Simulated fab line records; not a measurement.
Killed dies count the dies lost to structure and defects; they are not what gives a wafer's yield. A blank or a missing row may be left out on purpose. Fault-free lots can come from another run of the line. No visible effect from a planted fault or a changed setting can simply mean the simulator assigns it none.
Which tool did it? | flow sky130 | 10 lots with 30 wafers sampled at 4 steps, on a route of 708 steps

== WHAT THE GAUGES READ, wafer by wafer ==
SKY_METAL4_OVL_MEAS_14. Usual: METAL4_OVL 0 nm, standard deviation 5.
lot  | measured     | on         | METAL4_OVL (nm) | flag
L212 | day 41 21:51 | overlay-02 | 13 6 -1         | 
L213 | day 42 18:24 | overlay-02 | 3 -1 4          | 
L219 | day 44 10:56 | overlay-02 | 4 2 -3          | 
L220 | day 44 12:53 | overlay-01 | 2 9 4           | 
L221 | day 45 00:44 | overlay-01 | -4 0 -7         | 
L229 | day 47 15:40 | overlay-02 | 3 4 4           | 
L230 | day 47 19:16 | overlay-02 | 3 -4 2          | 
L231 | day 48 02:13 | overlay-01 | -2 -6 -3        | 
L232 | day 48 03:27 | overlay-02 | -3 -7 -11       | 
L235 | day 48 10:50 | overlay-02 | 1 -2 -1         | 

SKY_PASSIVATION_THK_MEAS_03. Usual: PASSIVATION_CVD_02_THK 541 nm, standard deviation 7.1.
lot  | measured     | on           | PASSIVATION_CVD_02_THK (nm) | flag
L212 | day 44 01:12 | filmMetro-01 | 533 539 549                 | 
L213 | day 44 20:16 | filmMetro-02 | 547 546 546                 | 
L219 | day 46 10:34 | filmMetro-01 | 499 545 542                 | 
L220 | day 46 11:58 | filmMetro-04 | 533 512 521                 | 
L221 | day 46 22:00 | filmMetro-04 | 533 513 547                 | 
L229 | day 49 10:18 | filmMetro-04 | 537 544 547                 | 
L230 | day 49 13:15 | filmMetro-04 | 534 531 543                 | 
L231 | day 49 19:27 | filmMetro-04 | 536 537 535                 | 
L232 | day 49 19:49 | filmMetro-04 | 529 532 544                 | 
L235 | day 50 03:09 | filmMetro-02 | 532 547 545                 | 

== TOOL THAT RAN EACH LOT (tool first, then ch and the chambers of the sampled wafers, then the start) ==
lot  | SKY_METAL5_DESCUM_14             | SKY_PASSIVATION_CVD_02
L212 | rieMetal-01 ch 0,1, day 44 00:01 | pecvd-03 ch 0,1,2, day 44 00:58
L213 | rieMetal-02 ch 0,1, day 44 19:05 | pecvd-01 ch 1,2, day 44 20:02
L219 | rieMetal-01 ch 0,1, day 46 09:21 | pecvd-03 ch 0,1,2, day 46 10:19
L220 | rieMetal-02 ch 0, day 46 10:47   | pecvd-03 ch 0,2, day 46 11:44
L221 | rieMetal-02 ch 0,1, day 46 20:47 | pecvd-03 ch 0,1, day 46 21:46
L229 | rieMetal-02 ch 0,1, day 49 09:08 | pecvd-01 ch 0,1, day 49 10:05
L230 | rieMetal-03 ch 0,1, day 49 12:02 | pecvd-01 ch 0,2, day 49 13:01
L231 | rieMetal-01 ch 0,1, day 49 18:14 | pecvd-03 ch 0,1,2, day 49 19:13
L232 | rieMetal-02 ch 0,1, day 49 18:38 | pecvd-04 ch 1,2, day 49 19:35
L235 | rieMetal-02 ch 0,1, day 50 01:59 | pecvd-04 ch 1,2, day 50 02:55
- SKY_METAL5_DESCUM_14: chemistry O2, time 11 s.
- SKY_PASSIVATION_CVD_02: deposits Si3N4, target thk 540 nm.

== WHAT THE TOOLS THEMSELVES READ (means of the sampled wafers that have a number; where no wafer has one, the mark that the record gives instead) ==
SKY_METAL5_DESCUM_14. Usual: drypumpMotorCurrentA 5.5 A, standard deviation 0.38; oesProductAu 1.005 a.u., standard deviation 0.008.
lot  | tool        | drypumpMotorCurrentA (A) | oesProductAu (a.u.) | flag
L212 | rieMetal-01 | 5.8                      | 1.005               | 
L213 | rieMetal-02 | 5.8                      | 1.003               | 
L219 | rieMetal-01 | 5.4                      | 0.999               | 
L220 | rieMetal-02 | 6.0                      | 1.002               | 
L221 | rieMetal-02 | 5.8                      | 1.007               | 
L229 | rieMetal-02 | 5.5                      | 1.009               | 
L230 | rieMetal-03 | 5.4                      | 1.005               | 
L231 | rieMetal-01 | 5.8                      | 0.996               | 
L232 | rieMetal-02 | 5.5                      | 1.001               | 
L235 | rieMetal-02 | 5.5                      | 1.007               | 

SKY_PASSIVATION_CVD_02. Usual: 667 W for heaterPowerW, sd 94.
lot  | tool     | heaterPowerW (W) | flag
L212 | pecvd-03 | 609              | 
L213 | pecvd-01 | 584              | 
L219 | pecvd-03 | 692              | 
L220 | pecvd-03 | 685              | 
L221 | pecvd-03 | 652              | 
L229 | pecvd-01 | 693              | 
L230 | pecvd-01 | 712              | 
L231 | pecvd-03 | 671              | 
L232 | pecvd-04 | 652              | 
L235 | pecvd-04 | 717              | 

== THE ANSWER, worked out from the rows above alone ==
Rule: a lot is off if the mean of its wafers that have a number lies more than 3 standard deviations from the usual mean. Also off: a lot with no number at a reading for which 4 or more lots have one. All remaining lots with rows at the step are treated as sound. First the gauges in route order, then the tools' own readings, where a lot's mean is used as printed above. At the first step where some lot is off, the reading lying furthest off is the one used; lots without a number count as furthest.
No lot is off on any of the readings shown, so nothing can be concluded from this.

== WHAT HAD BEEN PUT IN BY THE SIMULATOR ==
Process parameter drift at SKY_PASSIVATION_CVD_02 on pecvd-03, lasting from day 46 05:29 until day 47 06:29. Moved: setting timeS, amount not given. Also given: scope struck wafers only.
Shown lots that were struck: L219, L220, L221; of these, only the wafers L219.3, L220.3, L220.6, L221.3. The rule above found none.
